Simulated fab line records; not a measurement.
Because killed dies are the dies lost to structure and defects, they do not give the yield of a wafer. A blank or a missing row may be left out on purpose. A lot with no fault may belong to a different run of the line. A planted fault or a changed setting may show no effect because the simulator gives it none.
Problem report in the 8D (eight disciplines) form, filled by code -- flow sky130 -- the parts of the form that need people (team, actions taken, sign-off) are left out

## 1. THE ISSUE
VT_ADJUST_NCORE_TW at SKY_VT_ADJUST_NCORE_TW_MEAS_11 reads a mean of 228.2 on 6 wafers of 2 lots; wafers without a fault read 220.1 with a standard deviation of 1.4. That is +5.8 standard deviations from the usual mean.
The first sign was on wafer L951.4 at day 12 17:53, on film_metro-01. At this step, 36 wafers from 12 lots have a number in the record. By rule, "out" or "out of limits" means more than 4 standard deviations away from the usual mean. All remaining wafers that have a number are taken as sound.

## 2. WHAT IT IS; WHAT IT IS NOT
question,is,is not
which readings at this step,VT_ADJUST_NCORE_TW,-
which lots,"L951, L953","L937, L940, L941, L942, L943, L944, L945, L947, L959, L960"
which wafers of those lots,all that have a number,-
read on which gauges,film_metro-01,"film_metro-03, film_metro-04"
when,from day 12 17:53,"up to then (24 sound wafers); but 6 sound wafers of L959, L960 came after"

## 3. SUSPECTS, AND WHAT RULES EACH OUT
Counting: a tool at a process step up to the reading stays a suspect if it ran every lot that is out and no sound lot after the first of them.
- the gauge at SKY_VT_ADJUST_NCORE_TW_MEAS_11: ruled out. All the wafers that are out were read on film_metro-01, but those of them that SKY_VT_ADJUST_NCORE_IMPLANT_09 has rows for are out there too, on other tools.
- implanter-01 at SKY_VT_ADJUST_NCORE_IMPLANT_09: kept. It processed each lot that is out, first L951 at day 12 17:41, and no sound lot thereafter; up to then, the last sound lot it processed was L947 at day 11 14:46. Its own beam_on_s, end_station_pressure_torr, faraday_current_uA readings are out on those wafers.
Remaining after the count: implanter-01 at SKY_VT_ADJUST_NCORE_IMPLANT_09.

## 4. THE CAUSE (what the simulator had put in)
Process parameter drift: implanter-01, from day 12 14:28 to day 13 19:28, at SKY_VT_ADJUST_NCORE_IMPLANT_09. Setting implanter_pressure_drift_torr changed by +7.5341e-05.
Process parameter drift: implanter-01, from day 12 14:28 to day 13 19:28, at SKY_VT_ADJUST_NCORE_IMPLANT_09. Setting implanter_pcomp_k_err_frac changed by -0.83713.
This tool alone remained once counting was done.

## 5. THE EFFECT CHAIN, in route order
Each row: a reading where the mean over the struck wafers with a number is more than 3 standard deviations away from the usual. Only readings for which the record gives a usual standard deviation are gone through. hours: the time from each lot's start at the first step in this table that gives one to its start at this step, as a median over the lots. sigmas: the change in usual standard deviations.
hours,step,reading,usual,on struck wafers,change,sigmas
0,SKY_VT_ADJUST_NCORE_IMPLANT_09,beam_on_s,10.02 s,11.62,+1.60,+8.0
0,SKY_VT_ADJUST_NCORE_IMPLANT_09,end_station_pressure_torr,4.97e-06 Torr,7.95e-05,+7.45e-05,+99 or more
0,SKY_VT_ADJUST_NCORE_IMPLANT_09,faraday_current_uA,13.52,11.47,-2.05,-7.6
0,SKY_VT_ADJUST_NCORE_TW_MEAS_11,VT_ADJUST_NCORE_TW,220.1,228.2,+8.1,+5.8
The process steps in it:
- SKY_VT_ADJUST_NCORE_IMPLANT_09

## 6. WHAT WOULD HAVE CAUGHT IT SOONER
3 hours passed between the start of the fault at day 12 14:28 and the first reading out of limits at a measuring or inspecting step in this record, taken at day 12 17:53.
The tool's own readings at SKY_VT_ADJUST_NCORE_IMPLANT_09 were out on every struck wafer that the step has a row for (beam_on_s, end_station_pressure_torr, faraday_current_uA): an alarm limit on them would have fired on the first of those.
L953, from the lots that are out (2), started SKY_VT_ADJUST_NCORE_IMPLANT_09 on implanter-01 later than day 12 17:53. Holding the tool at that time would have saved it.
